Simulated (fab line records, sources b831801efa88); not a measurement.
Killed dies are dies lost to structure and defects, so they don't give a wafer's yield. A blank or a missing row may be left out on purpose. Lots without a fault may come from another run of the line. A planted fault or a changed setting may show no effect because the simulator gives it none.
fab line records | flow sky130
record lots=24 wafers=72 last_day=50
route steps=708 shown POLY_CUT@318 LI_CONTACT@374 LOCAL_INTERCONNECT@388 METAL1@450
lots that met no fault: from a run of the same line without faults
start_h: hours from the record's first day to the start of the lot's first wafer shown | wait_h: hours since the lot's step before | " the same as in the row above | L1.1+2: a row that stands for several wafers | - no value, or no start given | * or withheld: withheld | < > ~ a bound
route shown NAME@n: a module of which the file shows steps, and the number in the route of the first | usual: mean/standard deviation of fault-free wafers | same: alike in all rows | chamber/n: place in a boat | sites: the reading at each site | _std_site: their standard deviation | _edge_site: outer sites' mean less inner sites' | radius_mm: how far each site lies from the wafer's centre | mask NAME#n: copy n | behind: the tool/chamber that last shaped the wafer | hold: why the lot was held/for how many hours/how that ended | device: the transistor (n, p or np) that didn't switch | end of line: the same wafers' tests at the end of the route | a step without rows: its recipe alone | killed: dies lost to structure and defects at the first sort, not the wafer's yield | map: a wafer's dies, x killed, . not, _ none there
set.NAME: the setting as run; set.NAME@STEP: as run at that earlier step | model.NAME: the simulator's own value behind a step, which no gauge read
steps of the route over a sample of lots; a table a step, a row a wafer
services: from which hour (start_h, from the record's first day; less than 0 if before it) a tool's chamber was out of use, for how many hours, and why
## steps
# step SKY_POLY_CUT_ETCH_11
# recipe target=Si3N4 chemistry=CF4/CH2F2/Ar stop_on=poly-Si source_w=600 bias_w=150 pressure_mtorr=40 cf4_flow_sccm=40 ch2f2_flow_sccm=20 Ar_flow_sccm=150 time_s=42.5 target_depth_a=600
# usual drypump_motor_current_A=5.8/0.35 oes_product_au=0.827/0.007 throttle_valve_pct=14.994/0.0094
# columns lot.wafer tool chamber start_h wait_h drypump_motor_current_A oes_product_au rf_hours_counter_h throttle_valve_pct
L074.2 rie_diel-03 2 563.30 0.0 6.3 0.831 4 14.998
L074.4 " 0 " " 5.6 0.835 8 15.003
L074.5 " 0 " " 5.6 0.837 - 14.981
L075.1 rie_diel-01 0 570.11 0.0 5.2 0.837 18 14.989
L075.2 " 3 " " 6.1 0.826 11 15.004
L075.6 " 3 " " 6.1 0.828 - 15.002
L076.1 rie_diel-02 2 578.46 0.0 5.5 0.820 2 14.987
L076.3 " 3 " " 6.6 0.832 51 14.993
L076.5 " 0 " " 5.7 0.812 - 14.985
L077.1 rie_diel-03 1 581.96 0.0 5.6 0.819 2 14.983
L077.4 " 3 " " 5.9 0.821 46 14.983
L077.6 " 2 " " 6.3 0.821 - 14.994
L078.2 rie_diel-03 1 598.24 0.0 5.5 0.828 2 14.999
L078.3 " 2 " " 6.3 0.827 4 14.975
L078.4 " 3 " " 5.9 0.826 47 14.979
L079.1 rie_diel-03 1 610.69 0.0 5.5 0.822 2 15.008
L079.3 " 0 " " 5.6 0.825 9 14.994
L079.5 " 2 " " 6.3 0.823 - 14.989
L080.1 rie_diel-03 2 622.81 0.0 6.3 0.818 5 15.003
L080.4 " 0 " " 5.6 0.822 9 14.983
L080.6 " 1 " " 5.6 0.831 - 15.006
L081.1 rie_diel-01 3 632.84 0.0 6.1 0.838 12 14.999
L081.4 " 1 " " 6.2 0.837 6 15.001
L081.6 " 2 " " 6.1 0.842 - 15.000
L082.1 rie_diel-02 0 638.84 0.0 5.8 0.820 12 15.001
L082.2 " 2 " " 5.5 0.818 4 14.987
L082.5 " 0 " " 5.8 0.822 - 15.002
L084.2 rie_diel-03 0 655.19 0.0 5.6 0.826 9 15.000
L084.4 " 0 " " 5.6 0.824 - 15.001
L084.6 " 3 " " 5.9 0.818 - 15.005
L083.2 rie_diel-02 2 657.34 0.0 5.5 0.824 4 14.986
L083.4 " 1 " " 5.6 0.820 7 14.976
L083.6 " 2 " " 5.5 0.818 - 14.982
L085.2 rie_diel-01 1 662.91 0.0 6.2 0.827 6 15.002
L085.4 " 3 " " 6.1 0.828 13 14.995
L085.5 " 1 " " 6.2 0.829 - 14.991
L086.1 rie_diel-02 2 666.81 0.0 5.5 0.820 5 15.010
L086.4 " 0 " " 5.7 0.832 13 14.990
L086.6 " 3 " " 6.6 0.810 - 14.994
L087.1 rie_diel-01 2 668.60 0.0 6.1 0.824 58 14.996
L087.5 " 2 " " 6.1 0.832 - 14.996
L087.6 " 1 " " 6.2 0.825 - 15.007
L088.1 rie_diel-02 3 674.65 0.0 6.6 0.833 53 14.986
L088.3 " 1 " " 5.6 0.831 7 14.989
L088.4 " 2 " " 5.5 0.836 5 14.979
L089.1 rie_diel-03 2 690.46 0.0 6.3 0.833 5 14.999
L089.2 " 3 " " 5.9 0.833 48 14.996
L089.3 " 1 " " 5.6 0.827 4 15.006
L090.2 rie_diel-03 3 696.85 0.0 5.9 0.839 48 14.985
L090.4 " 0 " " 5.6 0.837 10 15.004
L090.6 " 1 " " 5.5 0.832 - 14.990
L091.1 rie_diel-03 2 703.05 0.0 6.3 0.837 5 14.991
L091.3 " 0 " " 5.6 0.833 10 14.996
L091.6 " 0 " " 5.6 0.835 - 15.005
L092.4 rie_diel-03 1 712.05 0.0 5.6 0.824 4 15.007
L092.5 " 1 " " 5.6 0.819 - 14.995
L092.6 " 2 " " 6.3 0.816 - 15.004
L093.3 rie_diel-02 0 714.10 0.0 5.7 0.838 14 15.016
L093.4 " 0 " " 5.8 0.836 - 14.996
L093.6 " 1 " " 5.6 0.839 - 14.986
L094.1 rie_diel-02 2 720.15 0.0 5.5 0.831 6 15.005
L094.4 " 2 " " 5.5 0.826 - 15.007
L094.5 " 1 " " 5.6 0.828 - 15.016
L095.1 rie_diel-03 3 732.54 0.0 5.9 0.815 0 14.974
L095.4 " 2 " " 6.3 0.820 6 14.984
L095.6 " 1 " " 5.5 0.827 - 14.990
L096.2 rie_diel-01 0 736.00 0.0 5.2 0.828 22 14.998
L096.4 " 2 " " 6.1 0.820 1 14.987
L096.5 " 1 " " 6.2 0.820 - 15.007
L097.1 rie_diel-02 1 744.54 0.0 5.6 0.827 9 15.000
L097.3 " 3 " " 6.6 0.825 1 15.012
L097.6 " 3 " " 6.6 0.836 - 14.988
# step SKY_LI_CONTACT_CD_MEAS_12
# recipe target_cd_nm=170
# usual cd_nm=169.8/1.4
# columns lot.wafer tool chamber start_h wait_h cd_nm
L074.2 cd_sem-02 - 679.47 - 171.3
L074.4 " - " " 170.3
L074.5 " - " " 169.4
L075.1 cd_sem-02 - 686.80 - 170.3
L075.2 " - " " 170.4
L075.6 " - " " 170.3
L076.1 cd_sem-02 - 694.11 - 168.4
L076.3 " - " " 168.2
L076.5 " - " " 168.4
L077.1 cd_sem-01 - 697.94 - 171.0
L077.4 " - " " 170.5
L077.6 " - " " 171.1
L078.2 cd_sem-02 - 713.81 - 169.1
L078.3 " - " " 168.6
L078.4 " - " " 169.7
L079.1 cd_sem-02 - 726.24 - 168.4
L079.3 " - " " 169.0
L079.5 " - " " 169.7
L080.1 cd_sem-01 - 737.31 - 170.0
L080.4 " - " " 169.9
L080.6 " - " " 169.2
L081.1 cd_sem-02 - 745.75 - 169.3
L081.4 " - " " 168.0
L081.6 " - " " 169.2
L082.1 cd_sem-02 - 754.05 - 170.4
L082.2 " - " " 171.2
L082.5 " - " " 171.2
L084.2 cd_sem-02 - 767.86 - 166.7
L084.4 " - " " 167.5
L084.6 " - " " 167.4
L083.2 cd_sem-02 - 769.63 - 172.5
L083.4 " - " " 171.2
L083.6 " - " " 170.5
L085.2 cd_sem-02 - 774.81 - 169.0
L085.4 " - " " 168.8
L085.5 " - " " 168.0
L086.1 cd_sem-02 - 779.05 - 168.7
L086.4 " - " " 167.2
L086.6 " - " " 169.8
L087.1 cd_sem-02 - 780.64 - 170.3
L087.5 " - " " 170.1
L087.6 " - " " 171.1
L088.1 cd_sem-01 - 784.86 - 170.7
L088.3 " - " " 169.4
L088.4 " - " " 170.9
L089.1 cd_sem-01 - 801.00 - 170.0
L089.2 " - " " 169.9
L089.3 " - " " 169.1
L090.2 cd_sem-01 - 806.06 - 171.4
L090.4 " - " " 170.9
L090.6 " - " " 171.6
L091.1 cd_sem-02 - 812.71 - 171.7
L091.3 " - " " 171.1
L091.6 " - " " 168.8
L092.4 cd_sem-02 - 820.51 - 169.3
L092.5 " - " " 170.3
L092.6 " - " " 169.3
L093.3 cd_sem-02 - 822.33 - 168.6
L093.4 " - " " 169.2
L093.6 " - " " 168.3
L094.1 cd_sem-02 - 827.66 - 168.5
L094.4 " - " " 168.0
L094.5 " - " " 169.0
L095.1 cd_sem-02 - 841.86 - 169.1
L095.4 " - " " 169.1
L095.6 " - " " 170.0
L096.2 cd_sem-01 - 843.43 - 170.3
L096.4 " - " " 172.4
L096.5 " - " " 170.4
L097.1 cd_sem-02 - 852.26 - 171.8
L097.3 " - " " 172.5
L097.6 " - " " 173.0
# step SKY_LI_CONTACT_SPUTTER_20
# recipe material=TiN target_thk_nm=20 chamber_pressure_pa=5 power_w=4000 time_s=80
# usual throttle_valve_pct=30.2/1.2
# columns lot.wafer tool chamber start_h wait_h throttle_valve_pct
L074.2 pvd_sputter-04 - 680.11 0.0 28.9
L074.4 " - " " 30.5
L074.5 " - " " 30.2
L075.1 pvd_sputter-04 - 687.46 0.0 29.0
L075.2 " - " " 30.5
L075.6 " - " " 30.0
L076.1 pvd_sputter-04 - 694.76 0.0 28.3
L076.3 " - " " 29.0
L076.5 " - " " 29.6
L077.1 pvd_sputter-04 - 698.59 0.0 30.4
L077.4 " - " " 28.9
L077.6 " - " " 30.2
L078.2 pvd_sputter-03 - 714.44 0.0 29.3
L078.3 " - " " 31.8
L078.4 " - " " 31.7
L079.1 pvd_sputter-03 - 726.89 0.0 31.6
L079.3 " - " " 31.5
L079.5 " - " " 29.0
L080.1 pvd_sputter-01 - 738.00 0.0 31.9
L080.4 " - " " 29.0
L080.6 " - " " 30.2
L081.1 pvd_sputter-01 - 746.44 0.0 29.0
L081.4 " - " " 31.9
L081.6 " - " " 30.2
L082.1 pvd_sputter-03 - 754.88 0.0 31.2
L082.2 " - " " 31.7
L082.5 " - " " 31.3
L084.2 pvd_sputter-03 - 768.49 0.0 31.5
L084.4 " - " " 31.4
L084.6 " - " " 31.7
L083.2 pvd_sputter-04 - 770.26 0.0 28.3
L083.4 " - " " 29.7
L083.6 " - " " 28.1
L085.2 pvd_sputter-01 - 775.44 0.0 30.4
L085.4 " - " " 31.9
L085.5 " - " " 29.0
L086.1 pvd_sputter-03 - 779.71 0.0 31.5
L086.4 " - " " 31.1
L086.6 " - " " 28.9
L087.1 pvd_sputter-01 - 781.29 0.0 30.3
L087.5 " - " " 30.3
L087.6 " - " " 32.0
L088.1 pvd_sputter-04 - 785.53 0.0 28.9
L088.3 " - " " 29.8
L088.4 " - " " 30.7
L089.1 pvd_sputter-03 - 801.66 0.0 28.9
L089.2 " - " " 31.9
L089.3 " - " " 31.3
L090.2 pvd_sputter-01 - 806.69 0.0 29.0
L090.4 " - " " 31.9
L090.6 " - " " 30.4
L091.1 pvd_sputter-03 - 813.36 0.0 31.5
L091.3 " - " " 29.2
L091.6 " - " " 31.9
L092.4 pvd_sputter-01 - 821.17 0.0 31.7
L092.5 " - " " 29.0
L092.6 " - " " 30.0
L093.3 pvd_sputter-01 - 822.96 0.0 29.2
L093.4 " - " " 30.2
L093.6 " - " " 31.8
L094.1 pvd_sputter-04 - 828.33 0.0 30.6
L094.4 " - " " 28.1
L094.5 " - " " 28.2
L095.1 pvd_sputter-01 - 842.51 0.0 32.0
L095.4 " - " " 29.2
L095.6 " - " " 30.6
L096.2 pvd_sputter-04 - 844.06 0.0 30.3
L096.4 " - " " 28.1
L096.5 " - " " 30.4
L097.1 pvd_sputter-04 - 852.91 0.0 28.0
L097.3 " - " " 28.8
L097.6 " - " " 30.5
# step SKY_LI_CONTACT_RS_MEAS_22
# recipe thk_meas_gauge=four-point-probe reads=W_of_LI_CONTACT_CVD_21+TiN_of_LI_CONTACT_SPUTTER_20+Ti_of_LI_CONTACT_SPUTTER_19
# usual LI_CONTACT_W_RS=0.282/0.0034
# columns lot.wafer tool chamber start_h wait_h LI_CONTACT_W_RS[ohm/sq]
L074.2 film_metro-03 - 680.31 0.1 0.280
L074.4 " - " " 0.279
L074.5 " - " " 0.278
L075.1 film_metro-01 - 687.64 0.1 0.283
L075.2 " - " " 0.285
L075.6 " - " " 0.283
L076.1 film_metro-01 - 694.95 0.1 0.280
L076.3 " - " " 0.277
L076.5 " - " " 0.278
L077.1 film_metro-04 - 698.78 0.1 0.274
L077.4 " - " " 0.280
L077.6 " - " " 0.276
L078.2 film_metro-03 - 714.65 0.1 0.277
L078.3 " - " " 0.288
L078.4 " - " " 0.279
L079.1 film_metro-01 - 727.08 0.1 0.283
L079.3 " - " " 0.276
L079.5 " - " " 0.279
L080.1 film_metro-01 - 738.18 0.1 0.281
L080.4 " - " " 0.286
L080.6 " - " " 0.288
L081.1 film_metro-01 - 746.63 0.1 0.279
L081.4 " - " " 0.279
L081.6 " - " " 0.283
L082.1 film_metro-04 - 755.20 0.2 0.281
L082.2 " - " " 0.290
L082.5 " - " " 0.290
L084.2 film_metro-03 - 768.70 0.1 0.283
L084.4 " - " " 0.281
L084.6 " - " " 0.276
L083.2 film_metro-04 - 770.47 0.1 0.280
L083.4 " - " " 0.279
L083.6 " - " " 0.287
L085.2 film_metro-04 - 775.65 0.1 0.279
L085.4 " - " " 0.281
L085.5 " - " " 0.281
L086.1 film_metro-04 - 779.90 0.1 0.287
L086.4 " - " " 0.280
L086.6 " - " " 0.281
L087.1 film_metro-04 - 781.48 0.1 0.283
L087.5 " - " " 0.285
L087.6 " - " " 0.278
L088.1 film_metro-04 - 785.72 0.1 0.283
L088.3 " - " " 0.281
L088.4 " - " " 0.283
L089.1 film_metro-04 - 801.85 0.1 0.283
L089.2 " - " " 0.280
L089.3 " - " " 0.280
L090.2 film_metro-01 - 806.90 0.1 0.279
L090.4 " - " " 0.276
L090.6 " - " " 0.278
L091.1 film_metro-03 - 813.55 0.1 0.281
L091.3 " - " " 0.284
L091.6 " - " " 0.284
L092.4 film_metro-04 - 821.42 0.1 0.282
L092.5 " - " " 0.282
L092.6 " - " " 0.284
L093.3 film_metro-03 - 823.19 0.1 0.284
L093.4 " - " " 0.285
L093.6 " - " " 0.281
L094.1 film_metro-04 - 828.52 0.1 0.286
L094.4 " - " " 0.289
L094.5 " - " " 0.287
L095.1 film_metro-04 - 842.70 0.1 0.281
L095.4 " - " " 0.276
L095.6 " - " " 0.277
L096.2 film_metro-04 - 844.27 0.1 0.285
L096.4 " - " " 0.279
L096.5 " - " " 0.282
L097.1 film_metro-01 - 853.10 0.1 0.280
L097.3 " - " " 0.281
L097.6 " - " " 0.280
# step SKY_LOCAL_INTERCONNECT_RS_MEAS_01
# recipe thk_meas_gauge=four-point-probe reads=TiN_of_LOCAL_INTERCONNECT_SPUTTER_00
# usual LOCAL_INTERCONNECT_TIN_RS=14.09/0.19
# columns lot.wafer tool chamber start_h wait_h LOCAL_INTERCONNECT_TIN_RS[ohm/sq]
L074.2 film_metro-04 - 680.86 0.1 14.03
L074.4 " - " " 14.00
L074.5 " - " " 14.12
L075.1 film_metro-03 - 688.19 0.0 14.34
L075.2 " - " " 13.71
L075.6 " - " " 14.08
L076.1 film_metro-03 - 695.49 0.0 14.12
L076.3 " - " " 14.14
L076.5 " - " " 14.12
L077.1 film_metro-04 - 699.32 0.0 13.97
L077.4 " - " " 13.79
L077.6 " - " " 13.88
L078.2 film_metro-04 - 715.19 0.1 14.42
L078.3 " - " " 13.84
L078.4 " - " " 13.99
L079.1 film_metro-03 - 727.62 0.0 14.27
L079.3 " - " " 13.75
L079.5 " - " " 14.06
L080.1 film_metro-03 - 738.73 0.0 14.03
L080.4 " - " " 14.24
L080.6 " - " " 13.76
L081.1 film_metro-02 - 747.17 0.0 14.36
L081.4 " - " " 14.45
L081.6 " - " " 13.96
L082.1 film_metro-02 - 755.74 0.0 13.88
L082.2 " - " " 14.47
L082.5 " - " " 14.05
L084.2 film_metro-04 - 769.24 0.1 14.13
L084.4 " - " " 13.93
L084.6 " - " " 13.90
L083.2 film_metro-04 - 771.01 0.1 14.36
L083.4 " - " " 14.40
L083.6 " - " " 14.21
L085.2 film_metro-04 - 776.22 0.1 14.09
L085.4 " - " " 14.09
L085.5 " - " " 14.26
L086.1 film_metro-02 - 780.44 0.0 13.91
L086.4 " - " " 13.81
L086.6 " - " " 14.10
L087.1 film_metro-02 - 782.02 0.0 14.17
L087.5 " - " " 13.96
L087.6 " - " " 14.15
L088.1 film_metro-04 - 786.33 0.0 14.09
L088.3 " - " " 14.12
L088.4 " - " " 14.17
L089.1 film_metro-04 - 802.39 0.0 14.33
L089.2 " - " " 14.05
L089.3 " - " " 14.28
L090.2 film_metro-03 - 807.44 0.1 14.43
L090.4 " - " " 14.11
L090.6 " - " " 14.47
L091.1 film_metro-04 - 814.09 0.0 14.01
L091.3 " - " " 13.85
L091.6 " - " " 13.96
L092.4 film_metro-04 - 821.96 0.1 13.95
L092.5 " - " " 13.92
L092.6 " - " " 14.10
L093.3 film_metro-02 - 823.73 0.1 13.88
L093.4 " - " " 14.10
L093.6 " - " " 13.69
L094.1 film_metro-03 - 829.06 0.0 14.20
L094.4 " - " " 14.40
L094.5 " - " " 14.44
L095.1 film_metro-04 - 843.24 0.0 13.96
L095.4 " - " " 14.39
L095.6 " - " " 14.16
L096.2 film_metro-03 - 844.81 0.1 14.36
L096.4 " - " " 14.14
L096.5 " - " " 14.09
L097.1 film_metro-03 - 853.64 0.0 14.11
L097.3 " - " " 13.90
L097.6 " - " " 13.80
# step SKY_METAL1_OVL_MEAS_16
# usual METAL1_OVL=2/4.7
# columns lot.wafer tool chamber start_h wait_h METAL1_OVL[nm]
L074.2 overlay-02 - 766.71 0.1 -1
L074.4 " - " " 8
L074.5 " - " " 1
L075.1 overlay-02 - 773.36 0.1 -6
L075.2 " - " " -2
L075.6 " - " " 1
L076.1 overlay-02 - 780.97 0.1 0
L076.3 " - " " 1
L076.5 " - " " 1
L077.1 overlay-02 - 784.52 0.1 0
L077.4 " - " " 7
L077.6 " - " " 0
L078.2 overlay-02 - 798.49 0.1 7
L078.3 " - " " 5
L078.4 " - " " 7
L079.1 overlay-02 - 811.58 0.1 6
L079.3 " - " " 10
L079.5 " - " " 9
L080.1 overlay-01 - 822.06 0.1 10
L080.4 " - " " 4
L080.6 " - " " 5
L081.1 overlay-01 - 829.83 0.1 3
L081.4 " - " " 1
L081.6 " - " " 0
L082.1 overlay-01 - 838.67 0.1 3
L082.2 " - " " 5
L082.5 " - " " 5
L084.2 overlay-01 - 851.73 0.1 5
L084.4 " - " " 5
L084.6 " - " " 5
L083.2 overlay-02 - 853.03 0.1 9
L083.4 " - " " 9
L083.6 " - " " 12
L085.2 overlay-01 - 859.46 0.1 7
L085.4 " - " " 6
L085.5 " - " " 0
L086.1 overlay-02 - 863.52 0.1 5
L086.4 " - " " 9
L086.6 " - " " 9
L087.1 overlay-01 - 864.21 0.1 -3
L087.5 " - " " -11
L087.6 " - " " -5
L088.1 overlay-02 - 869.01 0.1 4
L088.3 " - " " 0
L088.4 " - " " 6
L089.1 overlay-02 - 884.78 0.1 -4
L089.2 " - " " 4
L089.3 " - " " -6
L090.2 overlay-01 - 889.79 0.1 -2
L090.4 " - " " 1
L090.6 " - " " 3
L091.1 overlay-02 - 895.66 0.1 -9
L091.3 " - " " 1
L091.6 " - " " -3
L092.4 overlay-02 - 902.40 0.1 2
L092.5 " - " " 1
L092.6 " - " " 0
L093.3 overlay-02 - 904.67 0.1 1
L093.4 " - " " 1
L093.6 " - " " -5
L094.1 overlay-01 - 908.96 0.1 -1
L094.4 " - " " -2
L094.5 " - " " 3
L095.1 overlay-01 - 923.78 0.1 -1
L095.4 " - " " -3
L095.6 " - " " 1
L096.2 overlay-02 - 924.13 0.1 6
L096.4 " - " " 5
L096.5 " - " " 5
L097.1 overlay-01 - 933.63 0.1 1
L097.3 " - " " -3
L097.6 " - " " -6
## services
# columns tool chamber start_h hours kind
rie_diel-03 - 543.48 15.6 pm
pvd_sputter-04 - 547.55 14.7 repair
pvd_sputter-03 - 564.01 13.0 repair
pvd_sputter-01 - 566.64 6.8 repair
pvd_sputter-01 - 571.97 1.6 repair
rie_diel-03 - 592.81 0.2 repair
rie_diel-02 - 593.77 0.2 repair
pvd_sputter-04 - 597.60 1.4 repair
rie_diel-03 3 609.23 5.5 repair
rie_diel-02 3 617.20 6.2 repair
rie_diel-02 0 622.18 14.1 repair
rie_diel-03 2 635.15 28.9 repair
rie_diel-03 1 646.89 6.5 repair
pvd_sputter-03 - 676.62 2.1 repair
pvd_sputter-03 - 677.29 5.2 repair
rie_diel-02 2 677.60 6.5 repair
pvd_sputter-04 - 692.82 1.4 repair
rie_diel-02 1 737.66 4.7 repair
rie_diel-02 1 752.63 10.7 repair
rie_diel-02 - 762.06 1.2 repair
rie_diel-03 1 789.64 2.9 repair
rie_diel-03 3 808.40 26.5 repair
pvd_sputter-04 - 845.37 2.5 repair
pvd_sputter-03 - 849.39 10.7 repair
## key
fault none
